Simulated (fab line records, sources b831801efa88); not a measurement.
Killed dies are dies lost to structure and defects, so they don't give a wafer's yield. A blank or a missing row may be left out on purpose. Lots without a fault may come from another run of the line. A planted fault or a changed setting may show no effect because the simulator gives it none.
fab line records | flow sky130
record lots=12 wafers=36 last_day=49
route steps=708 shown VIA1@479 CAP2M@604 PASSIVATION@682 PAD_OPEN@708
lots that met no fault: from a run of the same line without faults
start_h: hours from the record's first day to the start of the lot's first wafer shown | wait_h: hours since the lot's step before | " the same as in the row above | L1.1+2: a row that stands for several wafers | - no value, or no start given | * or withheld: withheld | < > ~ a bound
route shown NAME@n: a module of which the file shows steps, and the number in the route of the first | usual: mean/standard deviation of fault-free wafers | same: alike in all rows | chamber/n: place in a boat | sites: the reading at each site | _std_site: their standard deviation | _edge_site: outer sites' mean less inner sites' | radius_mm: how far each site lies from the wafer's centre | mask NAME#n: copy n | behind: the tool/chamber that last shaped the wafer | hold: why the lot was held/for how many hours/how that ended | device: the transistor (n, p or np) that didn't switch | end of line: the same wafers' tests at the end of the route | a step without rows: its recipe alone | killed: dies lost to structure and defects at the first sort, not the wafer's yield | map: a wafer's dies, x killed, . not, _ none there
set.NAME: the setting as run; set.NAME@STEP: as run at that earlier step | model.NAME: the simulator's own value behind a step, which no gauge read
steps of the route over a sample of lots; a table a step, a row a wafer
services: from which hour (start_h, from the record's first day; less than 0 if before it) a tool's chamber was out of use, for how many hours, and why
## steps
# step SKY_VIA1_CVD_21
# recipe material=W target_thk_nm=270 time_s=80.902 temp_c=400 pressure_torr=40
# usual chamber_pressure_Torr=40.00/0.085 heater_power_outer_w=576/76 heater_power_w=900/130
# columns lot.wafer tool chamber start_h wait_h chamber_pressure_Torr heater_power_outer_w heater_power_w
L740.1 cvd_w-02 1 791.32 0.0 39.91 497 725
L740.3 " 0 " " 39.99 670 1034
L740.5 " 0 " " 39.98 678 1040
L741.1 cvd_w-01 0 805.31 0.0 40.13 569 1017
L741.2 " 1 " " 40.01 558 854
L741.4 " 0 " " 39.99 585 990
L742.4 cvd_w-02 0 807.25 0.1 40.04 676 1042
L742.5 " 1 " " 39.97 505 732
L742.6 " 0 " " 39.88 674 1041
L744.1 cvd_w-01 1 830.92 0.0 39.97 552 865
L744.2 " 0 " " 39.82 568 1016
L744.6 " 0 " " 39.90 576 992
L746.1 cvd_w-01 0 848.52 0.0 40.05 580 1020
L746.3 " 0 " " 39.96 581 1015
L746.5 " 1 " " 39.95 561 875
L747.1 cvd_w-02 1 851.77 0.0 39.89 488 738
L747.4 " 1 " " 39.86 490 751
L747.5 " 0 " " 40.03 667 1050
L748.1 cvd_w-02 0 879.25 0.0 39.90 690 1017
L748.2 " 1 " " 40.03 492 777
L748.4 " 1 " " 40.00 495 749
L750.1 cvd_w-02 1 884.86 0.0 40.09 483 750
L750.2 " 0 " " 39.91 679 1047
L750.3 " 0 " " 39.85 660 1035
L753.2 cvd_w-02 0 898.19 0.0 40.08 693 1035
L753.3 " 0 " " 40.00 674 1029
L753.4 " 1 " " 39.80 497 758
L755.1 cvd_w-02 0 915.27 0.0 40.21 688 1006
L755.4 " 0 " " 39.99 654 1028
L755.6 " 0 " " 40.07 666 1053
L756.3 cvd_w-02 1 927.20 0.1 39.94 496 756
L756.5 " 1 " " 39.93 493 747
L756.6 " 0 " " 40.04 675 1049
L758.1 cvd_w-02 0 934.99 0.0 40.03 665 1009
L758.4 " 0 " " 40.06 674 1010
L758.5 " 1 " " 40.07 500 746
# step SKY_CAP2M_THK_MEAS_01
# recipe reads=SiO2_of_CAP2M_CVD_00
# usual CAP2M_CVD_00_THK=15.42/0.29
# columns lot.wafer tool chamber start_h wait_h CAP2M_CVD_00_THK[nm]
L740.1 film_metro-02 - 932.23 - 15.66
L740.3 " - " " 15.97
L740.5 " - " " 16.01
L741.1 film_metro-02 - 943.84 - 15.43
L741.2 " - " " 15.40
L741.4 " - " " 15.53
L742.4 film_metro-03 - 947.75 - 15.52
L742.5 " - " " 15.68
L742.6 " - " " 15.41
L744.1 film_metro-02 - 968.02 - 15.23
L744.2 " - " " 15.35
L744.6 " - " " 15.39
L746.1 film_metro-03 - 985.08 - 15.67
L746.3 " - " " 15.24
L746.5 " - " " 16.04
L747.1 film_metro-04 - 986.43 - 15.36
L747.4 " - " " 15.45
L747.5 " - " " 15.21
L748.1 film_metro-04 - 1009.11 - 15.30
L748.2 " - " " 15.18
L748.4 " - " " 15.53
L750.1 film_metro-04 - 1014.48 - 15.65
L750.2 " - " " 15.45
L750.3 " - " " 16.06
L753.2 film_metro-02 - 1026.93 - 15.64
L753.3 " - " " 15.05
L753.4 " - " " 15.67
L755.1 film_metro-04 - 1043.73 - 14.97
L755.4 " - " " 15.32
L755.6 " - " " 15.18
L756.3 film_metro-02 - 1052.27 - 15.63
L756.5 " - " " 15.69
L756.6 " - " " 15.40
L758.1 film_metro-04 - 1058.56 - 14.90
L758.4 " - " " 15.04
L758.5 " - " " 15.60
# step SKY_CAP2M_STRIP_14
# recipe chemistry=O2/N2 power_w=1400 pressure_mtorr=1500 platen_temp_c=withheld o2_flow_sccm=3000 n2_flow_sccm=300 overash_fraction=0.5
# usual drypump_motor_current_A=6.0/0.5 oes_product_au=0.710/0.0044 strip_time_to_endpoint_s=12.64/0.053
# columns lot.wafer tool chamber start_h wait_h drypump_motor_current_A oes_product_au rf_hours_counter_h strip_time_to_endpoint_s
L740.1 plasma_asher-02 0 956.03 0.1 6.3 0.711 80 12.56
L740.3 " 1 " " 5.9 0.713 - 12.58
L740.5 " 0 " " 6.3 0.713 - 12.63
L741.1 plasma_asher-03 1 968.50 0.1 5.3 0.707 22 12.72
L741.2 " 0 " " 5.8 0.709 22 12.70
L741.4 " 1 " " 5.3 0.707 - 12.70
L742.4 plasma_asher-02 0 971.27 0.1 6.3 0.710 - 12.66
L742.5 " 0 " " 6.3 0.719 - 12.72
L742.6 " 1 " " 5.9 0.710 - 12.67
L744.1 plasma_asher-02 1 991.84 0.1 5.8 0.708 84 12.68
L744.2 " 0 " " 6.3 0.707 84 12.68
L744.6 " 1 " " 5.9 0.705 - 12.64
L746.1 plasma_asher-03 1 1008.25 0.1 5.3 0.715 26 12.57
L746.3 " 1 " " 5.4 0.713 - 12.57
L746.5 " 1 " " 5.3 0.704 - 12.52
L747.1 plasma_asher-04 0 1009.39 0.1 6.8 0.709 122 12.65
L747.4 " 0 " " 6.8 0.705 - 12.71
L747.5 " 0 " " 6.8 0.710 - 12.67
L748.1 plasma_asher-02 0 1032.03 0.1 6.3 0.718 88 12.60
L748.2 " 1 " " 5.9 0.711 88 12.57
L748.4 " 1 " " 5.9 0.716 - 12.63
L750.1 plasma_asher-02 1 1037.08 0.1 5.9 0.708 88 12.69
L750.2 " 0 " " 6.4 0.716 88 12.67
L750.3 " 1 " " 5.9 0.707 - 12.69
L753.2 plasma_asher-02 1 1048.84 0.1 5.9 0.707 90 12.69
L753.3 " 1 " " 5.8 0.708 - 12.68
L753.4 " 0 " " 6.3 0.708 - 12.62
L755.1 plasma_asher-04 0 1065.89 0.1 6.8 0.716 0 12.66
L755.4 " 0 " " 6.8 0.709 - 12.68
L755.6 " 0 " " 6.8 0.710 - 12.68
L756.3 plasma_asher-02 0 1073.38 0.1 6.3 0.710 - 12.64
L756.5 " 0 " " 6.3 0.707 - 12.63
L756.6 " 1 " " 5.9 0.714 - 12.67
L758.1 plasma_asher-04 1 1079.54 0.1 5.3 0.700 2 12.58
L758.4 " 1 " " 5.3 0.712 - 12.58
L758.5 " 1 " " 5.3 0.714 - 12.56
# step SKY_PASSIVATION_THK_MEAS_01
# recipe reads=SiO2_of_PASSIVATION_CVD_00
# usual PASSIVATION_CVD_00_THK=89.6/1.3
# columns lot.wafer tool chamber start_h wait_h PASSIVATION_CVD_00_THK[nm]
L740.1 film_metro-04 - 1030.18 - 90.8
L740.3 " - " " 90.3
L740.5 " - " " 90.9
L741.1 film_metro-01 - 1042.46 - 89.7
L741.2 " - " " 89.8
L741.4 " - " " 90.8
L742.4 film_metro-03 - 1045.17 - 90.5
L742.5 " - " " 90.4
L742.6 " - " " 91.5
L744.1 film_metro-03 - 1064.43 - 90.5
L744.2 " - " " 89.9
L744.6 " - " " 91.6
L746.1 film_metro-01 - 1077.12 - 89.2
L746.3 " - " " 89.0
L746.5 " - " " 91.7
L747.1 film_metro-04 - 1078.82 - 88.2
L747.4 " - " " 90.9
L747.5 " - " " 90.0
L748.1 film_metro-04 - 1097.29 - 90.3
L748.2 " - " " 90.0
L748.4 " - " " 91.3
L750.1 film_metro-01 - 1107.50 - 88.7
L750.2 " - " " 88.0
L750.3 " - " " 87.8
L753.2 film_metro-04 - 1115.55 - 87.9
L753.3 " - " " 89.6
L753.4 " - " " 89.9
L755.1 film_metro-04 - 1132.87 - 88.1
L755.4 " - " " 90.4
L755.6 " - " " 90.7
L756.3 film_metro-03 - 1137.53 - 90.0
L756.5 " - " " 89.6
L756.6 " - " " 90.6
L758.1 film_metro-03 - 1141.26 - 89.1
L758.4 " - " " 89.9
L758.5 " - " " 89.3
# step SKY_PAD_OPEN_PROBE_99
# usual defect_limited_yield=82.2/1.8 killed_at_M0_to_M3=43/6.6 killed_at_M4_up=3.2/1.9 killed_at_contacts=25/5.3 killed_at_front_end=16/4.5 killed_at_other=0.3/0.63 killed_dies=87/8.9 killed_on_rim=17/3.7 killed_open=48/7.9 killed_short=39/5.3 sort_bin_3_pad_short=0.8/0.38 sort_bin_5_function=10.5/1.5 sort_bin_6_memory=6.4/1.2 sort_n_pass=405/8.9 sort_yield_pct=82.2/1.8
# same gross_dies=492 killed_at_back_side=0 sort_bin_4_leakage[%]=0 sort_bin_8_speed[%]=0
# columns lot.wafer tool chamber start_h wait_h defect_limited_yield[%] killed_at_M0_to_M3 killed_at_M4_up killed_at_contacts killed_at_front_end killed_at_other killed_dies killed_on_rim killed_open killed_short sort_bin_3_pad_short[%] sort_bin_5_function[%] sort_bin_6_memory[%] sort_n_pass sort_yield_pct[%]
L744.1 prober-02 - 1107.39 0.1 83.1 38 1 28 15 1 83 19 41 42 1.0 10.6 5.3 409 83.1
L744.2 prober-02 - 1107.44 0.1 81.3 46 1 29 15 1 92 23 56 36 0.6 14.4 3.7 400 81.3
L744.6 prober-02 - 1107.64 0.2 84.1 46 3 18 11 0 78 16 40 38 0.4 10.6 4.9 414 84.1
L748.1 prober-02 - 1139.50 0.1 83.5 39 3 22 17 0 81 15 35 46 1.6 10.8 4.1 411 83.5
L748.2 prober-02 - 1139.55 0.1 84.3 44 3 18 12 0 77 16 43 34 1.0 8.9 5.7 415 84.3
L748.4 prober-02 - 1139.65 0.2 81.7 48 3 22 17 0 90 18 55 35 0.6 10.0 7.7 402 81.7
L753.2 prober-01 - 1156.96 0.1 80.1 43 3 27 25 0 98 16 67 31 0 12.4 7.5 394 80.1
L753.3 prober-01 - 1157.01 0.2 83.3 36 4 27 15 0 82 20 51 31 0.8 9.8 6.1 410 83.3
L753.4 prober-01 - 1157.06 0.2 78.7 39 5 40 21 0 105 24 61 44 1.0 12.6 7.7 387 78.7
L755.1 prober-01 - 1172.00 0.1 74.6 78 5 25 17 0 125 31 55 50 2.4 14.6 8.3 367 74.6
L755.4 prober-01 - 1172.15 0.2 78.0 61 2 28 16 1 108 26 53 36 2.2 13.4 6.3 384 78.0
L755.6 prober-01 - 1172.25 0.2 79.3 63 6 23 10 0 102 26 47 34 2.8 12.8 5.1 390 79.3
L756.3 prober-02 - 1175.18 0.2 70.9 94 6 28 15 0 143 33 59 39 1.6 19.5 7.9 349 70.9
L756.5 prober-02 - 1175.28 0.2 72.8 89 4 24 17 0 134 30 47 42 3.5 16.1 7.7 358 72.8
L756.6 prober-02 - 1175.33 0.2 81.5 54 3 23 11 0 91 21 33 38 1.8 11.2 5.5 401 81.5
L758.1 prober-02 - 1179.98 0.1 78.9 66 1 22 15 0 104 23 45 40 1.4 14.0 5.7 388 78.9
L758.4 prober-02 - 1180.13 0.2 74.6 72 5 34 14 0 125 28 58 45 2.8 14.2 8.3 367 74.6
L758.5 prober-02 - 1180.18 0.2 72.2 91 0 27 19 0 137 24 57 35 2.2 18.5 7.1 355 72.2
# killed by level:class
L744.1 CONTACT:geometric_particle:open=8 FIELD_ISO:geometric_particle:open=7 LI_CONTACT:geometric_particle:open=7 METAL1:geometric_particle:short=6 VIA3:geometric_particle:open=6 CONTACT:geometric_particle:short=5 VIA2:geometric_particle:short=5 METAL2:geometric_particle:short=4
L744.2 CONTACT:geometric_particle:open=13 VIA1:geometric_particle:open=12 LI_CONTACT:geometric_particle:open=7 FIELD_ISO:geometric_particle:open=6 VIA2:geometric_particle:open=6 METAL2:geometric_particle:short=6 VIA3:geometric_particle:open=4 CONTACT:geometric_particle:short=4
L744.6 VIA1:geometric_particle:open=9 VIA3:geometric_particle:open=8 VIA2:geometric_particle:open=7 VIA1:geometric_particle:short=7 CONTACT:geometric_particle:short=5 CONTACT:geometric_particle:open=5 METAL2:geometric_particle:short=5 FIELD_ISO:geometric_particle:open=3
L748.1 VIA1:geometric_particle:open=8 FIELD_ISO:geometric_particle:short=6 VIA1:geometric_particle:short=6 LOCAL_INTERCONNECT:geometric_particle:short=5 CONTACT:geometric_particle:short=5 METAL1:geometric_particle:short=5 VIA3:geometric_particle:open=5 LI_CONTACT:geometric_particle:open=4
L748.2 VIA3:geometric_particle:open=12 CONTACT:geometric_particle:open=7 METAL1:geometric_particle:short=7 VIA2:geometric_particle:open=6 VIA1:geometric_particle:short=6 VIA1:geometric_particle:open=5 FIELD_ISO:geometric_particle:open=4 LI_CONTACT:geometric_particle:open=4
L748.4 VIA3:geometric_particle:open=14 VIA1:geometric_particle:open=10 LI_CONTACT:geometric_particle:open=8 METAL1:geometric_particle:short=7 VIA1:geometric_particle:short=7 POLY_GATE:geometric_particle:open=6 CONTACT:geometric_particle:open=6 CONTACT:geometric_particle:short=4
L753.2 POLY_GATE:geometric_particle:open=11 CONTACT:geometric_particle:open=11 VIA1:geometric_particle:open=9 LI_CONTACT:geometric_particle:open=8 VIA2:geometric_particle:open=8 VIA3:geometric_particle:open=6 FIELD_ISO:geometric_particle:short=5 METAL1:geometric_particle:short=5
L753.3 VIA1:geometric_particle:open=10 LI_CONTACT:geometric_particle:open=8 CONTACT:geometric_particle:open=8 POLY_GATE:geometric_particle:open=7 VIA1:geometric_particle:short=5 LOCAL_INTERCONNECT:geometric_particle:short=5 VIA3:geometric_particle:open=5 METAL1:geometric_particle:short=5
L753.4 CONTACT:geometric_particle:open=16 VIA2:geometric_particle:open=9 CONTACT:geometric_particle:short=8 LI_CONTACT:geometric_particle:open=7 METAL1:geometric_particle:short=7 LOCAL_INTERCONNECT:geometric_particle:short=6 VIA1:geometric_particle:open=6 VIA3:geometric_particle:open=6
L755.1 VIA1:unspecified=20 VIA1:geometric_particle:open=11 VIA1:geometric_particle:short=9 LI_CONTACT:geometric_particle:open=8 VIA2:geometric_particle:open=8 VIA3:geometric_particle:open=8 METAL1:geometric_particle:short=6 POLY_GATE:geometric_particle:open=5
L755.4 VIA1:unspecified=19 VIA1:geometric_particle:open=11 CONTACT:geometric_particle:open=8 VIA2:geometric_particle:open=7 VIA2:geometric_particle:short=6 LI_CONTACT:geometric_particle:open=6 POLY_GATE:geometric_particle:open=5 CONTACT:geometric_particle:short=5
L755.6 VIA1:unspecified=21 VIA1:geometric_particle:open=13 VIA3:geometric_particle:open=9 CONTACT:geometric_particle:open=9 METAL4:geometric_particle:short=5 LI_CONTACT:geometric_particle:open=5 VIA3:geometric_particle:short=5 LI_CONTACT:geometric_particle:short=4
L756.3 VIA1:unspecified=45 VIA1:geometric_particle:open=17 CONTACT:geometric_particle:open=12 METAL1:geometric_particle:short=8 LI_CONTACT:geometric_particle:open=6 VIA3:geometric_particle:open=5 LOCAL_INTERCONNECT:geometric_particle:short=4 CONTACT:geometric_particle:short=4
L756.5 VIA1:unspecified=45 VIA2:geometric_particle:open=11 CONTACT:geometric_particle:short=7 LOCAL_INTERCONNECT:geometric_particle:short=6 CONTACT:geometric_particle:open=6 VIA1:geometric_particle:open=6 VIA1:geometric_particle:short=5 METAL1:geometric_particle:short=5
L756.6 VIA1:unspecified=20 CONTACT:geometric_particle:open=7 VIA1:geometric_particle:open=7 LOCAL_INTERCONNECT:geometric_particle:short=6 VIA2:geometric_particle:open=6 LI_CONTACT:geometric_particle:open=5 VIA1:geometric_particle:short=5 VIA2:geometric_particle:short=4
L758.1 VIA1:unspecified=19 VIA1:geometric_particle:open=14 CONTACT:geometric_particle:open=8 LOCAL_INTERCONNECT:geometric_particle:short=7 POLY_GATE:geometric_particle:short=5 LI_CONTACT:geometric_particle:open=5 METAL1:geometric_particle:short=5 VIA2:geometric_particle:short=4
L758.4 VIA1:unspecified=21 VIA1:geometric_particle:open=13 LI_CONTACT:geometric_particle:open=10 CONTACT:geometric_particle:open=10 VIA1:geometric_particle:short=8 LOCAL_INTERCONNECT:geometric_particle:short=7 VIA3:geometric_particle:open=7 METAL2:geometric_particle:short=6
L758.5 VIA1:unspecified=43 VIA3:geometric_particle:open=14 LI_CONTACT:geometric_particle:open=11 VIA1:geometric_particle:open=9 METAL2:geometric_particle:short=8 VIA2:geometric_particle:open=7 CONTACT:geometric_particle:open=6 SPACER:geometric_particle:open=4
## services
# columns tool chamber start_h hours kind
cvd_w-01 - 779.32 6.0 pm
cvd_w-02 1 779.55 5.0 repair
cvd_w-01 - 785.32 14.6 pm
plasma_asher-03 - 802.40 3.6 repair
cvd_w-01 - 899.44 2.8 pm
cvd_w-02 - 902.26 6.0 pm
cvd_w-01 - 904.09 14.0 pm
cvd_w-01 0 904.09 14.0 vent_cycle
cvd_w-01 1 904.09 14.0 vent_cycle
cvd_w-01 0 918.09 - clean
cvd_w-01 1 918.09 - clean
plasma_asher-04 - 964.67 3.0 repair
cvd_w-02 0 966.99 2.4 repair
cvd_w-01 - 1024.82 7.3 repair
plasma_asher-03 - 1028.78 4.5 repair
plasma_asher-03 - 1038.83 15.1 pm
plasma_asher-04 - 1055.25 9.0 pm
plasma_asher-04 0 1055.25 9.0 vent_cycle
plasma_asher-04 1 1055.25 9.0 vent_cycle
plasma_asher-04 0 1064.25 - clean
plasma_asher-04 1 1064.25 - clean
cvd_w-01 - 1066.52 2.0 repair
plasma_asher-03 - 1067.37 1.9 repair
## key
first_sign step=SKY_PAD_OPEN_PROBE_99 reading=killed_at_M0_to_M3 direction=up sigmas=4.8 usual=43 struck=74
effect step=SKY_PAD_OPEN_PROBE_99 reading=sort_bin_3_pad_short direction=up sigmas=3.9 usual=0.8 struck=2.3 wafers_moved=8
met_at SKY_VIA1_CVD_21
struck_lots L755,L756,L758
not_acting_at SKY_CAP2M_THK_MEAS_01,SKY_CAP2M_STRIP_14,SKY_PASSIVATION_THK_MEAS_01
onset_between 898.19 915.27
also_fits time
fault kind=chamber_particle_source tool=cvd_w-02 chamber=- onset_h=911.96 steps=SKY_VIA1_CVD_21 rate_per_visit_cm2=0.97424 end_h=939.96
